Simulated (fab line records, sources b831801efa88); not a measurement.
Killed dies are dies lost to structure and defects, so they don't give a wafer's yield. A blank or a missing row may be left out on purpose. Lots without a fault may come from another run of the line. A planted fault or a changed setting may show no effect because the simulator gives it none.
Which tool did it? | flow gf180mcu | 11 lots, 33 wafers sampled, at 5 steps of a route of 602

WHAT THE GAUGES READ, wafer by wafer
GF_CONTACT_CD_MEAS_14: target cd 220 nm.
lot  | measured     | on        | cd_nm (nm)
L538 | day 15 22:49 | cd_sem-01 | 220.2 221.9 221.3
L539 | day 16 16:44 | cd_sem-02 | 219.5 221.8 220.9
L540 | day 16 19:41 | cd_sem-02 | 217.9 218.9 220.3
L542 | day 17 16:35 | cd_sem-02 | 221.1 220.8 220.8
L544 | day 18 08:21 | cd_sem-01 | 221.8 220.9 221.8
L545 | day 19 00:20 | cd_sem-01 | 220.5 221.2 222.3
L546 | day 19 03:17 | cd_sem-02 | 221.6 223.0 221.0
L547 | day 19 12:26 | cd_sem-01 | 216.2 216.8 216.0
L549 | day 20 08:53 | cd_sem-02 | 218.3 217.2 219.0
L552 | day 21 10:44 | cd_sem-01 | 219.3
L558 | day 23 09:28 | cd_sem-02 | 220.0 220.2 219.9

WHICH TOOL RAN EACH LOT (tool, then ch and the chambers of the sampled wafers, then the start)
lot  | GF_STI_ETCH_13                    | GF_STI_ETCH_14                  | GF_STI_STRIP_15                     | GF_SALICIDE_SPUTTER_03
L538 | rie_diel-03 ch 1,3, day 2 00:25   | rie_si-02 ch 0,3, day 2 00:29   | plasma_asher-01 ch 0,1, day 2 00:36 | pvd_sputter-04, day 15 02:04
L539 | rie_diel-03 ch 2,3, day 2 07:04   | rie_si-01 ch 0,1,3, day 2 07:09 | plasma_asher-02 ch 0,1, day 2 07:15 | pvd_sputter-03, day 15 14:55
L540 | rie_diel-04 ch 0,1,3, day 2 11:58 | rie_si-01 ch 0,2,3, day 2 12:02 | plasma_asher-01 ch 0,1, day 2 12:07 | pvd_sputter-02, day 15 20:49
L542 | rie_diel-04 ch 1,2,3, day 2 21:52 | rie_si-02 ch 0,2,3, day 2 21:56 | plasma_asher-02 ch 0, day 2 22:01   | pvd_sputter-02, day 16 16:32
L544 | rie_diel-04 ch 0,1,3, day 3 07:52 | rie_si-01 ch 0,1,2, day 3 07:57 | plasma_asher-02 ch 0,1, day 3 08:01 | pvd_sputter-02, day 17 07:46
L545 | rie_diel-02 ch 0,1, day 3 14:19   | rie_si-02 ch 0,1, day 3 14:23   | plasma_asher-01 ch 0,1, day 3 14:28 | pvd_sputter-04, day 17 22:31
L546 | rie_diel-02 ch 0,1, day 3 18:49   | rie_si-01 ch 0,1,3, day 3 18:53 | plasma_asher-02 ch 0,1, day 3 18:58 | pvd_sputter-02, day 18 02:20
L547 | rie_diel-04 ch 0,1, day 3 23:52   | rie_si-01 ch 0,1, day 3 23:56   | plasma_asher-02 ch 0,1, day 4 00:01 | pvd_sputter-04, day 18 11:10
L549 | rie_diel-04 ch 0,1,2, day 4 11:08 | rie_si-02 ch 1,2, day 4 11:13   | plasma_asher-02 ch 0,1, day 4 11:19 | pvd_sputter-04, day 19 07:28
L552 | rie_diel-02 ch 0,3, day 5 01:49   | rie_si-01 ch 0,2, day 5 01:53   | plasma_asher-02 ch 0,1, day 5 01:58 | pvd_sputter-02, day 20 09:42
L558 | rie_diel-03 ch 0,1, day 6 08:56   | rie_si-01 ch 0,1,3, day 6 09:01 | plasma_asher-03 ch 0,1, day 6 09:05 | pvd_sputter-04, day 22 07:58
- GF_STI_ETCH_13: etches the open film in CHF3/O2, stops on Si, target depth 282.31 nm, time 112.9 s.
- GF_STI_ETCH_14: etches Si in HBr/Cl2/O2, target depth 360 nm, time 102.9 s.
- GF_STI_STRIP_15: strips in O2/N2.
- GF_SALICIDE_SPUTTER_03: material TiN, target thk 20 nm, time 16.7 s.

WHAT THE TOOLS THEMSELVES READ (means of the sampled wafers that have a number; where no wafer has one, the mark that the record gives instead)
GF_STI_ETCH_13.
lot  | tool        | chf3_flow_sccm (sccm) | drypump_motor_current_A (A) | oes_product_au (a.u.) | run_length_s (s) | throttle_valve_pct (%)
L538 | rie_diel-03 | 50.02                 | 5.8                         | 0.827                 | 141.4            | 8.804
L539 | rie_diel-03 | 49.91                 | 5.8                         | 0.837                 | 141.3            | 8.808
L540 | rie_diel-04 | 49.87                 | 5.8                         | 0.819                 | 141.0            | 8.802
L542 | rie_diel-04 | 49.96                 | 5.6                         | 0.828                 | 140.9            | 8.811
L544 | rie_diel-04 | 49.99                 | 5.8                         | 0.834                 | 140.8            | 8.803
L545 | rie_diel-02 | 50.15                 | 6.0                         | 0.836                 | 141.1            | 8.812
L546 | rie_diel-02 | 50.05                 | 6.0                         | 0.829                 | 141.2            | 8.812
L547 | rie_diel-04 | 50.16                 | 5.4                         | 0.835                 | 141.1            | 8.817
L549 | rie_diel-04 | 50.03                 | 5.6                         | 0.834                 | 140.7            | 8.809
L552 | rie_diel-02 | 49.95                 | 6.2                         | 0.948                 | 101.8            | 8.846
L558 | rie_diel-03 | 49.99                 | 6.0                         | 0.832                 | 141.1            | 8.810

GF_STI_ETCH_14.
lot  | tool      | drypump_motor_current_A (A) | mfc_cl2_sccm (sccm) | oes_product_au (a.u.) | run_length_s (s) | throttle_valve_pct (%)
L538 | rie_si-02 | 5.8                         | 40.01               | 0.994                 | 131.5            | 25.667
L539 | rie_si-01 | 5.5                         | 39.98               | 0.999                 | 131.1            | 25.653
L540 | rie_si-01 | 5.9                         | 40.00               | 0.998                 | 131.5            | 25.653
L542 | rie_si-02 | 5.7                         | 40.00               | 1.008                 | 131.4            | 25.653
L544 | rie_si-01 | 5.7                         | 40.15               | 0.994                 | 131.1            | 25.655
L545 | rie_si-02 | 5.6                         | 40.00               | 1.011                 | 131.0            | 25.650
L546 | rie_si-01 | 5.5                         | 40.07               | 0.994                 | 131.5            | 25.662
L547 | rie_si-01 | 5.3                         | 40.04               | 0.991                 | 131.2            | 25.662
L549 | rie_si-02 | 5.6                         | 40.08               | 0.999                 | 131.2            | 25.653
L552 | rie_si-01 | 5.9                         | 39.99               | 0.568                 | 131.3            | 25.932
L558 | rie_si-01 | 5.4                         | 40.02               | 0.994                 | 131.2            | 25.665

GF_STI_STRIP_15.
lot  | tool            | drypump_motor_current_A (A) | heater_power_w (W) | oes_product_au (a.u.) | strip_time_to_endpoint_s (s)
L538 | plasma_asher-01 | 5.7                         | 364                | 0.386                 | 3.78
L539 | plasma_asher-02 | 6.3                         | 332                | 0.386                 | 3.76
L540 | plasma_asher-01 | 6.0                         | 378                | 0.382                 | 3.71
L542 | plasma_asher-02 | 6.3                         | 332                | 0.383                 | 3.69
L544 | plasma_asher-02 | 6.2                         | 337                | 0.378                 | 3.67
L545 | plasma_asher-01 | 5.7                         | 361                | 0.386                 | 3.71
L546 | plasma_asher-02 | 6.3                         | 329                | 0.380                 | 3.73
L547 | plasma_asher-02 | 6.3                         | 337                | 0.384                 | 3.73
L549 | plasma_asher-02 | 6.3                         | 335                | 0.379                 | 3.67
L552 | plasma_asher-02 | 6.3                         | 339                | 0.422                 | 4.59
L558 | plasma_asher-03 | 5.7                         | 388                | 0.379                 | 3.70

GF_SALICIDE_SPUTTER_03.
lot  | tool           | throttle_valve_pct (%)
L538 | pvd_sputter-04 | 30.3
L539 | pvd_sputter-03 | 28.9
L540 | pvd_sputter-02 | 30.3
L542 | pvd_sputter-02 | 29.9
L544 | pvd_sputter-02 | 30.1
L545 | pvd_sputter-04 | 30.3
L546 | pvd_sputter-02 | 30.0
L547 | pvd_sputter-04 | 30.7
L549 | pvd_sputter-04 | 30.3
L552 | pvd_sputter-02 | 29.5
L558 | pvd_sputter-04 | 29.9

THE ANSWER, worked out from the rows above alone
Rule: what is usual is taken from the lots themselves. Put in order of their means at a reading, lots are off if they are a third of the lots or fewer, leave a main group of 4 or more, and stand apart from it by a gap of 3 or more times the standard deviation of the main group's means; of several such gaps the widest counts. A main group whose means are all the same, to the digits that the tables above print for the reading, isn't used. A lot without any number at a reading at which 4 lots or more have one is off too. The other lots that the step has rows for count as sound. The gauges are gone through in route order, then the tools' own readings, and for those a lot's mean is taken as printed above. The first step at which some lot is off is used, and at that step the reading that is off furthest; a lot without a number counts as furthest.
Off: L552, at GF_STI_ETCH_13 (run_length_s). The main group: mean 141.1 s, standard deviation 0.21.
A tool fits if, at that step or a process step before it, it ran every lot that is off, and no sound lot after the first of them. One fits: rie_diel-02 at GF_STI_ETCH_13. Its last sound lot is L546 (day 3 18:49), its first lot that is off L552 (day 5 01:49): a fault that began between those two fits.
The tool's own readings at GF_STI_ETCH_13 bear it out: on the lots that are off they differ by more than 5 times the standard deviation of the sound lots' means. oes_product_au reads 0.948 a.u. there against 0.831 a.u. on the sound lots; run_length_s reads 101.8 s there against 141.1 s on the sound lots; throttle_valve_pct reads 8.846 % there against 8.809 % on the sound lots.

WHAT THE SIMULATOR HAD PUT IN
Process parameter drift: rie_diel-02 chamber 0, from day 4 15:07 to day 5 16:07, at GF_STI_ETCH_13. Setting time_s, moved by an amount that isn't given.
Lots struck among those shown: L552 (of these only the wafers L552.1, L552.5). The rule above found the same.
